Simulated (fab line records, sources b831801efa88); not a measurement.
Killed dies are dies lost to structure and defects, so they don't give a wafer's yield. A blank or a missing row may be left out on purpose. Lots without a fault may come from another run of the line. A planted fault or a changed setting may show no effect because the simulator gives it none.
fab line records | flow sky130
record lots=6 wafers=18 last_day=49
route steps=708 shown LDD_N@241 LDD_P@255 LDD_HVN@267 LDD_HVP@278 PAD_OPEN@708
lots that met no fault: from a run of the same line without faults
start_h: hours from the record's first day to the start of the lot's first wafer shown | wait_h: hours since the lot's step before | " the same as in the row above | L1.1+2: a row that stands for several wafers | - no value, or no start given | * or withheld: withheld | < > ~ a bound
route shown NAME@n: a module of which the file shows steps, and the number in the route of the first | usual: mean/standard deviation of fault-free wafers | same: alike in all rows | chamber/n: place in a boat | sites: the reading at each site | _std_site: their standard deviation | _edge_site: outer sites' mean less inner sites' | radius_mm: how far each site lies from the wafer's centre | mask NAME#n: copy n | behind: the tool/chamber that last shaped the wafer | hold: why the lot was held/for how many hours/how that ended | device: the transistor (n, p or np) that didn't switch | end of line: the same wafers' tests at the end of the route | a step without rows: its recipe alone | killed: dies lost to structure and defects at the first sort, not the wafer's yield | map: a wafer's dies, x killed, . not, _ none there
set.NAME: the setting as run; set.NAME@STEP: as run at that earlier step | model.NAME: the simulator's own value behind a step, which no gauge read
lots at some steps of the route; a table a step, a row a wafer
services: from which hour (start_h, from the record's first day; less than 0 if before it) a tool's chamber was out of use, for how many hours, and why
## steps
# step SKY_LDD_N_EXPOSE_04
# recipe mask_id=NTM target_cd_nm=840 na=0.6 source_shape=conventional sigma_outer=0.6 dose_mj=110
# step SKY_LDD_N_PEB_05
# recipe temp_c=withheld time_s=* resist=NOVOLAK
# step SKY_LDD_N_DEVELOP_06
# recipe develop_time_s=60 dev_temp_c=23
# step SKY_LDD_N_OVL_MEAS_07
# usual LDD_N_OVL=1.2/1.5
# columns lot.wafer tool chamber start_h wait_h LDD_N_OVL[nm]
L225.1 overlay-02 - 413.83 0.1 2.5
L225.2 " - " " 1.4
L225.5 " - " " 1.7
L229.1 overlay-01 - 427.48 0.1 1.0
L229.2 " - " " 1.1
L229.6 " - " " 0.6
L231.1 overlay-02 - 454.30 0.1 -1.1
L231.3 " - " " -0.5
L231.4 " - " " 2.0
L238.1 overlay-02 - 526.68 0.1 2.2
L238.2 " - " " 3.2
L238.4 " - " " 1.6
L239.2 overlay-01 - 530.45 0.1 0.2
L239.5 " - " " -1.2
L239.6 " - " " 0.3
L244.1 overlay-01 - 571.39 0.1 -1.2
L244.2 " - " " 0.4
L244.5 " - " " -0.4
# step SKY_LDD_N_IMPLANT_08
# recipe species=As energy_kev=20 dose_cm2=7.5e+13 tilt_deg=withheld rotation_deg=23
# step SKY_LDD_N_IMPLANT_09
# recipe species=As energy_kev=20 dose_cm2=7.5e+13 tilt_deg=withheld rotation_deg=113
# step SKY_LDD_N_IMPLANT_10
# recipe species=As energy_kev=20 dose_cm2=7.5e+13 tilt_deg=withheld rotation_deg=203
# step SKY_LDD_N_IMPLANT_11
# recipe species=As energy_kev=20 dose_cm2=7.5e+13 tilt_deg=withheld rotation_deg=293
# step SKY_LDD_N_IMPLANT_12
# recipe species=BF2 energy_kev=50 dose_cm2=5e+12 tilt_deg=30 rotation_deg=0
# step SKY_LDD_N_IMPLANT_13
# recipe species=BF2 energy_kev=50 dose_cm2=5e+12 tilt_deg=30 rotation_deg=90
# step SKY_LDD_N_IMPLANT_14
# recipe species=BF2 energy_kev=50 dose_cm2=5e+12 tilt_deg=30 rotation_deg=180
# step SKY_LDD_N_IMPLANT_15
# recipe species=BF2 energy_kev=50 dose_cm2=5e+12 tilt_deg=30 rotation_deg=270
# step SKY_LDD_N_STRIP_16
# recipe chemistry=O2/N2 power_w=1400 pressure_mtorr=1500 platen_temp_c=withheld o2_flow_sccm=3000 n2_flow_sccm=300 overash_fraction=0.5
# usual drypump_motor_current_A=5.6/0.4 oes_product_au=0.407/0.0045 strip_time_to_endpoint_s=4.310/0.014
# columns lot.wafer tool chamber start_h wait_h drypump_motor_current_A oes_product_au rf_hours_counter_h strip_time_to_endpoint_s
L225.1 plasma_asher-02 1 415.15 0.1 5.8 0.418 59 4.340
L225.2 " 0 " " 6.1 0.405 59 4.302
L225.5 " 0 " " 6.1 0.415 - 4.322
L229.1 plasma_asher-04 1 428.72 0.1 5.3 0.410 31 4.323
L229.2 " 0 " " 5.5 0.411 31 4.316
L229.6 " 0 " " 5.5 0.403 - 4.303
L231.1 plasma_asher-02 0 455.54 0.1 6.1 0.409 64 4.295
L231.3 " 0 " " 6.1 0.404 - 4.322
L231.4 " 1 " " 5.8 0.401 - 4.312
L238.1 plasma_asher-02 0 527.92 0.1 6.1 0.405 71 4.307
L238.2 " 1 " " 5.7 0.412 71 4.332
L238.4 " 0 " " 6.1 0.407 - 4.307
L239.2 plasma_asher-02 1 531.68 0.1 5.8 0.403 71 4.305
L239.5 " 0 " " 6.1 0.404 - 4.335
L239.6 " 1 " " 5.8 0.407 - 4.327
L244.1 plasma_asher-01 1 572.63 0.1 4.8 0.397 90 4.317
L244.2 " 0 " " 5.8 0.409 90 4.288
L244.5 " 1 " " 4.7 0.406 - 4.298
# step SKY_LDD_N_TW_MEAS_17
# usual LDD_N_TW=2580/12
# columns lot.wafer tool chamber start_h wait_h LDD_N_TW
L225.1 film_metro-03 - 415.25 0.1 2580
L225.2 " - " " 2590
L225.5 " - " " 2593
L229.1 film_metro-01 - 428.82 0.1 2587
L229.2 " - " " 2580
L229.6 " - " " 2567
L231.1 film_metro-03 - 455.64 0.1 2595
L231.3 " - " " 2592
L231.4 " - " " 2590
L238.1 film_metro-01 - 528.02 0.1 2569
L238.2 " - " " 2574
L238.4 " - " " 2582
L239.2 film_metro-01 - 531.79 0.1 2577
L239.5 " - " " 2570
L239.6 " - " " 2582
L244.1 film_metro-01 - 572.73 0.1 2575
L244.2 " - " " 2567
L244.5 " - " " 2572
# step SKY_LDD_P_DEHYDRATE_00
# recipe temp_c=200 time_s=60
# step SKY_LDD_P_HMDS_01
# recipe prime_time_s=60 prime_temp_c=120
# step SKY_LDD_P_COAT_02
# recipe resist=NOVOLAK spin_rpm=3000 resist_thk_nm=1140
# step SKY_LDD_P_SOFTBAKE_03
# recipe temp_c=90 time_s=60 resist=NOVOLAK
# step SKY_LDD_P_EXPOSE_04
# recipe mask_id=PSDM na=0.6 source_shape=conventional sigma_outer=0.6 polarization=unpolarized target_cd_nm=380 dose_mj=138
# step SKY_LDD_P_PEB_05
# recipe temp_c=withheld time_s=* resist=NOVOLAK
# step SKY_LDD_P_DEVELOP_06
# recipe resist=NOVOLAK developer=TMAH develop_time_s=60 dev_temp_c=23
# step SKY_LDD_P_CD_MEAS_07
# recipe target_cd_nm=380
# usual cd_nm=380/3.2
# columns lot.wafer tool chamber start_h wait_h cd_nm
L225.1 cd_sem-02 - 446.05 0.1 382
L225.2 " - " " 381
L225.5 " - " " 380
L229.1 cd_sem-02 - 460.10 0.1 378
L229.2 " - " " 378
L229.6 " - " " 378
L231.1 cd_sem-01 - 486.78 0.1 381
L231.3 " - " " 381
L231.4 " - " " 381
L238.1 cd_sem-02 - 558.23 0.1 374
L238.2 " - " " 374
L238.4 " - " " 374
L239.2 cd_sem-01 - 562.43 0.1 383
L239.5 " - " " 384
L239.6 " - " " 383
L244.1 cd_sem-02 - 602.60 0.1 382
L244.2 " - " " 383
L244.5 " - " " 384
# step SKY_LDD_P_OVL_MEAS_08
# usual LDD_P_OVL=1.1/1.2
# columns lot.wafer tool chamber start_h wait_h LDD_P_OVL[nm]
L225.1 overlay-01 - 446.17 0.1 3.0
L225.2 " - " " 3.0
L225.5 " - " " 1.0
L229.1 overlay-01 - 460.22 0.1 1.9
L229.2 " - " " 1.8
L229.6 " - " " 0.7
L231.1 overlay-01 - 486.90 0.1 0.9
L231.3 " - " " -0.2
L231.4 " - " " 1.4
L238.1 overlay-02 - 558.35 0.1 1.3
L238.2 " - " " 0.4
L238.4 " - " " -1.4
L239.2 overlay-02 - 562.54 0.1 0.1
L239.5 " - " " 0.3
L239.6 " - " " 1.2
L244.1 overlay-01 - 602.72 0.1 -0.4
L244.2 " - " " -1.1
L244.5 " - " " 2.0
# step SKY_LDD_P_IMPLANT_09
# recipe species=BF2 energy_kev=25 dose_cm2=1e+13 tilt_deg=withheld
# step SKY_LDD_P_STRIP_10
# recipe chemistry=O2/N2 power_w=1400 pressure_mtorr=1500 platen_temp_c=withheld o2_flow_sccm=3000 n2_flow_sccm=300 overash_fraction=0.5
# usual drypump_motor_current_A=5.40/0.24 oes_product_au=0.716/0.0045 strip_time_to_endpoint_s=14.17/0.032
# columns lot.wafer tool chamber start_h wait_h drypump_motor_current_A oes_product_au rf_hours_counter_h strip_time_to_endpoint_s
L225.1 plasma_asher-04 1 446.36 0.1 5.33 0.713 32 14.14
L225.2 " 0 " " 5.55 0.713 32 14.14
L225.5 " 0 " " 5.53 0.708 - 14.19
L229.1 plasma_asher-03 1 460.41 0.1 5.25 0.715 3 14.17
L229.2 " 0 " " 5.21 0.720 3 14.17
L229.6 " 1 " " 5.28 0.714 - 14.13
L231.1 plasma_asher-02 0 487.12 0.1 6.12 0.717 67 14.22
L231.3 " 1 " " 5.76 0.718 - 14.18
L231.4 " 0 " " 6.12 0.716 - 14.15
L238.1 plasma_asher-03 0 558.54 0.1 5.18 0.719 12 14.22
L238.2 " 1 " " 5.27 0.716 12 14.22
L238.4 " 0 " " 5.20 0.714 - 14.21
L239.2 plasma_asher-03 1 562.72 0.1 5.30 0.719 13 14.19
L239.5 " 1 " " 5.27 0.715 - 14.14
L239.6 " 0 " " 5.22 0.715 - 14.13
L244.1 plasma_asher-03 0 602.90 0.1 5.19 0.716 17 14.15
L244.2 " 1 " " 5.24 0.721 17 14.15
L244.5 " 0 " " 5.23 0.716 - 14.15
# step SKY_LDD_P_TW_MEAS_11
# usual LDD_P_TW=638/4.4
# columns lot.wafer tool chamber start_h wait_h LDD_P_TW
L225.1 film_metro-04 - 446.46 0.1 633
L225.2 " - " " 635
L225.5 " - " " 635
L229.1 film_metro-04 - 460.51 0.1 634
L229.2 " - " " 637
L229.6 " - " " 633
L231.1 film_metro-02 - 487.22 0.1 642
L231.3 " - " " 637
L231.4 " - " " 641
L238.1 film_metro-02 - 558.64 0.1 638
L238.2 " - " " 642
L238.4 " - " " 641
L239.2 film_metro-01 - 562.83 0.1 634
L239.5 " - " " 636
L239.6 " - " " 631
L244.1 film_metro-04 - 603.00 0.1 637
L244.2 " - " " 637
L244.5 " - " " 633
# step SKY_LDD_HVN_DEHYDRATE_00
# recipe temp_c=200 time_s=60
# step SKY_LDD_HVN_HMDS_01
# recipe prime_time_s=60 prime_temp_c=120
# step SKY_LDD_HVN_COAT_02
# recipe resist=NOVOLAK spin_rpm=3000 resist_thk_nm=300
# step SKY_LDD_HVN_SOFTBAKE_03
# recipe temp_c=90 time_s=60 resist=NOVOLAK
# step SKY_LDD_HVN_EXPOSE_04
# recipe mask_id=HVNTM na=0.6 source_shape=conventional sigma_outer=0.6 polarization=unpolarized target_cd_nm=700 dose_mj=127
# step SKY_LDD_HVN_PEB_05
# recipe temp_c=withheld time_s=* resist=NOVOLAK
# step SKY_LDD_HVN_DEVELOP_06
# recipe resist=NOVOLAK developer=TMAH develop_time_s=60 dev_temp_c=23
# step SKY_LDD_HVN_OVL_MEAS_07
# usual LDD_HVN_OVL=0.9/1.2
# columns lot.wafer tool chamber start_h wait_h LDD_HVN_OVL[nm]
L225.1 overlay-02 - 477.28 0.1 1.6
L225.2 " - " " 0.0
L225.5 " - " " 1.0
L229.1 overlay-01 - 491.43 0.1 0.4
L229.2 " - " " -0.3
L229.6 " - " " -1.3
L231.1 overlay-02 - 517.11 0.1 -1.8
L231.3 " - " " 1.7
L231.4 " - " " 0.6
L238.1 overlay-01 - 588.74 0.1 1.4
L238.2 " - " " 0.3
L238.4 " - " " 0.3
L239.2 overlay-01 - 592.74 0.1 2.7
L239.5 " - " " 2.1
L239.6 " - " " 2.2
L244.1 overlay-02 - 632.21 0.1 1.1
L244.2 " - " " 1.7
L244.5 " - " " 1.8
# step SKY_LDD_HVN_IMPLANT_08
# recipe species=P energy_kev=60 dose_cm2=3e+13 tilt_deg=40
# step SKY_LDD_HVN_STRIP_09
# recipe chemistry=O2/N2 power_w=1400 pressure_mtorr=1500 platen_temp_c=withheld o2_flow_sccm=3000 n2_flow_sccm=300 overash_fraction=0.5
# usual drypump_motor_current_A=5.5/0.45 oes_product_au=0.408/0.0044 strip_time_to_endpoint_s=4.131/0.015
# columns lot.wafer tool chamber start_h wait_h drypump_motor_current_A oes_product_au rf_hours_counter_h strip_time_to_endpoint_s
L225.1 plasma_asher-03 1 477.47 0.1 5.3 0.414 5 4.136
L225.2 " 0 " " 5.2 0.397 5 4.132
L225.5 " 0 " " 5.2 0.410 - 4.133
L229.1 plasma_asher-01 0 491.62 0.1 5.8 0.406 82 4.126
L229.2 " 1 " " 4.7 0.405 82 4.141
L229.6 " 1 " " 4.7 0.406 - 4.118
L231.1 plasma_asher-03 0 517.30 0.1 5.2 0.408 9 4.132
L231.3 " 0 " " 5.2 0.404 - 4.140
L231.4 " 1 " " 5.3 0.407 - 4.111
L238.1 plasma_asher-01 1 588.93 0.1 4.7 0.406 92 4.143
L238.2 " 0 " " 5.8 0.412 92 4.139
L238.4 " 1 " " 4.7 0.410 - 4.148
L239.2 plasma_asher-02 0 592.92 0.1 6.1 0.414 78 4.109
L239.5 " 0 " " 6.1 0.405 - 4.095
L239.6 " 1 " " 5.8 0.398 - 4.098
L244.1 plasma_asher-02 1 632.40 0.1 5.8 0.411 81 4.151
L244.2 " 0 " " 6.1 0.405 81 4.128
L244.5 " 0 " " 6.1 0.408 - 4.131
# step SKY_LDD_HVN_TW_MEAS_10
# usual LDD_HVN_TW=1441/8.5
# columns lot.wafer tool chamber start_h wait_h LDD_HVN_TW
L225.1 film_metro-02 - 477.57 0.1 1448
L225.2 " - " " 1440
L225.5 " - " " 1447
L229.1 film_metro-01 - 491.72 0.1 1428
L229.2 " - " " 1426
L229.6 " - " " 1432
L231.1 film_metro-02 - 517.40 0.1 1445
L231.3 " - " " 1447
L231.4 " - " " 1455
L238.1 film_metro-02 - 589.03 0.1 1454
L238.2 " - " " 1442
L238.4 " - " " 1457
L239.2 film_metro-01 - 593.03 0.1 1426
L239.5 " - " " 1434
L239.6 " - " " 1431
L244.1 film_metro-02 - 632.50 0.1 1444
L244.2 " - " " 1442
L244.5 " - " " 1449
# step SKY_LDD_HVP_DEHYDRATE_00
# recipe temp_c=200 time_s=60
# step SKY_LDD_HVP_HMDS_01
# recipe prime_time_s=60 prime_temp_c=120
# step SKY_LDD_HVP_COAT_02
# recipe resist=NOVOLAK spin_rpm=3000 resist_thk_nm=300
# step SKY_LDD_HVP_SOFTBAKE_03
# recipe temp_c=90 time_s=60 resist=NOVOLAK
# step SKY_LDD_HVP_EXPOSE_04
# recipe mask_id=HVPTM na=0.6 source_shape=conventional sigma_outer=0.6 polarization=unpolarized target_cd_nm=700 dose_mj=86
# step SKY_PAD_OPEN_PROBE_99
# usual killed_at_M0_to_M3=43/7.2 killed_at_M4_up=3.1/1.8 killed_at_contacts=24/5.4 killed_at_front_end=15/4.4 killed_at_other=0.4/0.56 killed_dies=86/9.3 killed_on_rim=17/3.6 killed_open=47/6.9 killed_short=39/6.6
# same gross_dies=492 killed_at_back_side=0
# columns lot.wafer tool chamber start_h wait_h killed_at_M0_to_M3 killed_at_M4_up killed_at_contacts killed_at_front_end killed_at_other killed_dies killed_on_rim killed_open killed_short
L229.1 prober-01 - 1095.32 0.1 33 3 30 19 0 85 14 54 31
L229.2 prober-01 - 1095.37 0.1 35 7 31 19 0 92 14 46 46
L229.6 prober-01 - 1095.57 0.2 48 3 32 19 0 102 15 54 48
L231.1 prober-01 - 1118.06 0.1 38 1 32 11 0 82 17 42 40
L231.3 prober-01 - 1118.16 0.2 33 4 23 19 0 79 16 45 34
L231.4 prober-01 - 1118.21 0.2 58 3 22 17 0 100 21 51 49
L238.1 prober-02 - 1158.55 0.1 31 4 25 38 2 100 29 42 30
L238.2 prober-02 - 1158.60 0.1 39 1 34 24 0 98 20 59 39
L238.4 prober-02 - 1158.70 0.2 41 1 32 47 0 121 28 54 39
L239.2 prober-01 - 1161.97 0.1 37 1 34 21 0 93 17 50 42
L239.5 prober-01 - 1162.12 0.2 45 5 22 42 0 114 28 41 44
L239.6 prober-01 - 1162.17 0.2 51 4 19 18 0 92 13 45 45
L244.1 prober-02 - 1184.29 0.1 42 2 25 15 1 85 25 50 35
L244.2 prober-02 - 1184.34 0.1 39 2 24 15 0 80 13 43 37
L244.5 prober-02 - 1184.49 0.2 48 5 29 13 0 95 20 53 42
# killed by level:class
L229.1 VIA1:geometric_particle:open=13 CONTACT:geometric_particle:open=11 FIELD_ISO:geometric_particle:open=7 LI_CONTACT:geometric_particle:open=7 CONTACT:geometric_particle:short=6 LOCAL_INTERCONNECT:geometric_particle:short=5 VIA3:geometric_particle:open=4 VIA2:geometric_particle:open=4
L229.2 VIA1:geometric_particle:open=11 POLY_GATE:geometric_particle:open=8 LOCAL_INTERCONNECT:geometric_particle:short=8 CONTACT:geometric_particle:short=7 LI_CONTACT:geometric_particle:open=7 CONTACT:geometric_particle:open=5 VIA1:geometric_particle:short=5 METAL4:geometric_particle:short=5
L229.6 LI_CONTACT:geometric_particle:open=10 VIA1:geometric_particle:open=10 CONTACT:geometric_particle:open=10 VIA2:geometric_particle:open=8 METAL1:geometric_particle:short=7 LOCAL_INTERCONNECT:geometric_particle:short=6 POLY_GATE:geometric_particle:short=5 POLY_GATE:geometric_particle:open=5
L231.1 LI_CONTACT:geometric_particle:open=11 VIA3:geometric_particle:open=9 CONTACT:geometric_particle:open=8 LOCAL_INTERCONNECT:geometric_particle:short=6 CONTACT:geometric_particle:short=6 METAL1:geometric_particle:short=6 METAL2:geometric_particle:short=5 VIA2:geometric_particle:open=5
L231.3 LI_CONTACT:geometric_particle:open=7 CONTACT:geometric_particle:open=7 FIELD_ISO:geometric_particle:open=6 VIA3:geometric_particle:open=6 VIA2:geometric_particle:open=6 POLY_GATE:geometric_particle:open=5 VIA1:geometric_particle:short=5 VIA1:geometric_particle:open=4
L231.4 VIA1:geometric_particle:open=13 VIA2:geometric_particle:open=9 VIA1:geometric_particle:short=8 CONTACT:geometric_particle:short=7 METAL1:geometric_particle:short=7 LI_CONTACT:geometric_particle:open=6 VIA3:geometric_particle:open=6 POLY_GATE:geometric_particle:open=5
L238.1 LDD_N:unspecified=27 VIA2:geometric_particle:open=10 CONTACT:geometric_particle:open=8 VIA1:geometric_particle:open=6 CONTACT:geometric_particle:short=6 LI_CONTACT:geometric_particle:open=5 FIELD_ISO:geometric_particle:short=4 POLY_GATE:geometric_particle:open=4
L238.2 VIA1:geometric_particle:open=11 CONTACT:geometric_particle:open=10 LI_CONTACT:geometric_particle:open=9 FIELD_ISO:geometric_particle:open=6 POLY_GATE:geometric_particle:open=6 CONTACT:geometric_particle:short=6 VIA2:geometric_particle:open=6 POLY_GATE:geometric_particle:short=5
L238.4 LDD_N:unspecified=28 LI_CONTACT:geometric_particle:open=9 CONTACT:geometric_particle:open=9 VIA2:geometric_particle:open=9 VIA1:geometric_particle:open=8 FIELD_ISO:geometric_particle:open=6 CONTACT:geometric_particle:short=6 METAL1:geometric_particle:short=6
L239.2 CONTACT:geometric_particle:open=13 VIA3:geometric_particle:open=9 LOCAL_INTERCONNECT:geometric_particle:short=8 VIA1:geometric_particle:open=7 CONTACT:geometric_particle:short=6 FIELD_ISO:geometric_particle:short=5 VIA2:geometric_particle:open=5 FIELD_ISO:geometric_particle:open=4
L239.5 LDD_N:unspecified=28 VIA1:geometric_particle:open=11 VIA3:geometric_particle:open=8 CONTACT:geometric_particle:short=7 METAL2:geometric_particle:short=6 VIA2:geometric_particle:open=5 FIELD_ISO:geometric_particle:short=4 LI_CONTACT:geometric_particle:short=4
L239.6 VIA1:geometric_particle:open=16 VIA2:geometric_particle:open=9 CONTACT:geometric_particle:short=8 CONTACT:geometric_particle:open=8 VIA3:geometric_particle:short=5 POLY_GATE:geometric_particle:short=4 VIA1:geometric_particle:short=4 METAL4:geometric_particle:short=4
L244.1 VIA1:geometric_particle:open=15 CONTACT:geometric_particle:open=9 LOCAL_INTERCONNECT:geometric_particle:short=7 VIA2:geometric_particle:open=5 METAL3:geometric_particle:short=5 LI_CONTACT:geometric_particle:open=4 VIA1:geometric_particle:short=4 METAL2:geometric_particle:short=4
L244.2 VIA1:geometric_particle:open=10 LI_CONTACT:geometric_particle:open=8 VIA1:geometric_particle:short=8 CONTACT:geometric_particle:open=7 CONTACT:geometric_particle:short=4 POLY_GATE:geometric_particle:short=4 LI_CONTACT:geometric_particle:short=4 METAL1:geometric_particle:short=4
L244.5 VIA3:geometric_particle:open=10 VIA1:geometric_particle:open=10 CONTACT:geometric_particle:short=9 CONTACT:geometric_particle:open=9 VIA1:geometric_particle:short=5 VIA2:geometric_particle:open=5 LOCAL_INTERCONNECT:geometric_particle:short=4 METAL1:geometric_particle:short=4
# map L238.4 (x killed, . not)
__________xxxxxxx..x_________
________xxxxxxxxx....x_______
______..xxxxxxxx...x...._____
_____.....xxxxx..........____
____...x..xx...xx..x......___
___......x....x..........x.__
__..........x.......xx..x..x_
_x..x.x....x....x........xx.x
_..........xx..x.x....x..x...
_.xx...xx.xx....x..........x.
_..........x.x............x..
_.xx...............xx.....x..
_.x..x..x.....x..xxx....x....
_x...x...xx.....x...xx.x.....
_x...x..x..........x.........
__x....x....x...x.x....x...._
___.......x.......x........__
____x.....x............xx.___
_____..x........x.x......____
______...x.........xx..x_____
________...x.......xx._______
__________....xx...x_________
# map L239.5 (x killed, . not)
__________xxxxxx.x.._________
________xxxxxxxxxx...._______
______..xxxxxxxx........_____
_____..xx.x.xx.xx....x.xx____
____......x...x....x......___
___.xxx...x.x...x..........__
__..................x.x....._
_.....x.......x...........xx.
_xx.........x...x..xx...x.x..
_....x.....xxx..x...x........
_x.x..............x...x......
_..xx.x.x.x.....x.x......x...
_x.xx.x....x..x......x.......
_...x..x......x......x.......
_x....x....................x.
__...x..x..x.....x...x..x..._
___.x...x....xx............__
____.xx........x...x....xx___
_____x.....xx.........xx.____
______.........x........_____
________...........x.._______
__________..x......._________
## services
# columns tool chamber start_h hours kind
plasma_asher-03 - 421.25 9.0 pm
plasma_asher-03 0 421.25 9.0 vent_cycle
plasma_asher-03 1 421.25 9.0 vent_cycle
plasma_asher-01 - 422.56 2.8 pm
plasma_asher-04 - 429.20 8.1 repair
plasma_asher-03 0 430.25 - clean
plasma_asher-03 1 430.25 - clean
plasma_asher-01 - 437.41 0.7 repair
plasma_asher-03 - 447.01 2.4 repair
plasma_asher-01 - 526.68 3.8 repair
plasma_asher-02 - 601.70 2.8 pm
plasma_asher-04 - 630.79 3.5 repair
## key
first_sign step=SKY_PAD_OPEN_PROBE_99 reading=killed_at_front_end direction=up sigmas=6.2 usual=15 struck=42
effect step=SKY_PAD_OPEN_PROBE_99 reading=killed_dies direction=up sigmas=2.8 usual=86 struck=112
met_at SKY_LDD_N_STRIP_16
struck_wafers L238.1,L238.4,L239.5
tester_left_out L238,L239
onset_between 455.54 527.92
fault kind=chamber_particle_source tool=plasma_asher-02 chamber=0 onset_h=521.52 steps=SKY_LDD_N_STRIP_16 rate_per_visit_cm2=1.8386 end_h=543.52
# tester_left_out: of these lots the tester's yield and bins aren't shown, on N5 and GAA mostly nor the transistor test; their killed dies are dies lost to structure and defects alone, not to doping, threshold or leakage, so they don't give the yield
